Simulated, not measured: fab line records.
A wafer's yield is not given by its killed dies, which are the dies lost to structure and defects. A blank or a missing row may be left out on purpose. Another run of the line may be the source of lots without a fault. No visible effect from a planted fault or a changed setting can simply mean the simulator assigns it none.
Problem report, 8D (eight disciplines) form, completed by code | flow sky130 | the parts of the form that need people (team, actions taken, sign-off) are left out

1. PROBLEM STATEMENT
chamber-pressure-pa at SKY_METAL2_SPUTTER_02 reads a mean of 0.3189 Pa on 2 wafers of 1 lot; wafers without a fault read 0.4001 Pa with a standard deviation of 0.00078. That is -99 or more standard deviations from the usual mean.
The step: material AlCu, target thk 250 nm, time 13.3 s.
First seen on wafer L107.4, day 38 22:40, on pvd-sputter-03. At this step, 33 wafers from 11 lots have a number in the record. Rule for "out", or "out of limits": more than 4 standard deviations from the usual mean. Any other wafer with a number is counted as sound.

2. WHAT IT IS, WHAT IT ISN'T
question                    | is                                      | is not
which readings at this step | chamber-pressure-pa, throttle-valve-pct | -
which lots                  | L107                                    | L100, L101, L102, L103, L991, L992, L994, L995, L998, L999
which wafers of those lots  | L107.4, L107.5                          | L107.6
read on which tools         | pvd-sputter-03                          | pvd-sputter-01, pvd-sputter-02
when                        | from day 38 22:40                       | up to then (31 sound wafers)

3. THE SUSPECTS, EACH WITH WHAT RULES IT OUT
Counting: any tool at a process step up to the reading remains a suspect provided it ran every lot that is out. Sound lots after the first of them don't rule it out here, since some wafers of a struck lot are sound.
- pvd-sputter-03 at SKY_METAL2_SPUTTER_02 (material AlCu, target thk 250 nm, time 13.3 s): kept. The lot that is out, L107, ran on it at day 38 22:40; the last sound lot it ran before that was L103, at day 38 01:54. Its own readings are out on those wafers: chamber-pressure-pa, throttle-valve-pct.
After counting, what remains is pvd-sputter-03 at SKY_METAL2_SPUTTER_02.

4. THE CAUSE (what the simulator had put in)
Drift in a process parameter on pvd-sputter-03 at SKY_METAL2_SPUTTER_02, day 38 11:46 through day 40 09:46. Setting chamber-pressure-pa, moved by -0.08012, from 0.4. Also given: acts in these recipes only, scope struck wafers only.
The count eliminated every tool but this one.

5. THE CHAIN OF EFFECTS, in route order
Each row: a reading whose mean over the struck wafers that have a number lies more than 3 standard deviations from the usual. Only readings for which the record gives a usual standard deviation are gone through. hours: the time from each lot's start at the first step in this table that gives one to its start at this step, as a median over the lots. sigmas: the change in usual standard deviations.
hours | step                  | reading             | usual         | on struck wafers | change  | sigmas
0     | SKY_METAL2_SPUTTER_02 | chamber-pressure-pa | 0.4001 Pa     | 0.3189           | -0.0812 | -99 or more
0     | SKY_METAL2_SPUTTER_02 | throttle-valve-pct  | 29.5 %        | 34.5             | +5.0    | +5.5
0     | SKY_METAL2_RS_MEAS_05 | METAL2_ALCU_RS      | 0.1276 ohm/sq | 0.1204           | -0.0072 | -3.6
Process steps it contains:
- SKY_METAL2_SPUTTER_02: material AlCu, target thk 250 nm, time 13.3 s.
At these later measuring or inspecting steps, every struck wafer for which the step has a row has a number for every such reading, and none has moved that far: SKY_METAL2_THK_MEAS_06, SKY_VIA2_RS_MEAS_22, SKY_CAPM_THK_MEAS_01, SKY_METAL3_OVL_MEAS_14.

6. WHAT WOULD HAVE CAUGHT IT SOONER
The fault began at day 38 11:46; the first out-of-limits reading in this record came at day 38 22:40, 11 hours later.
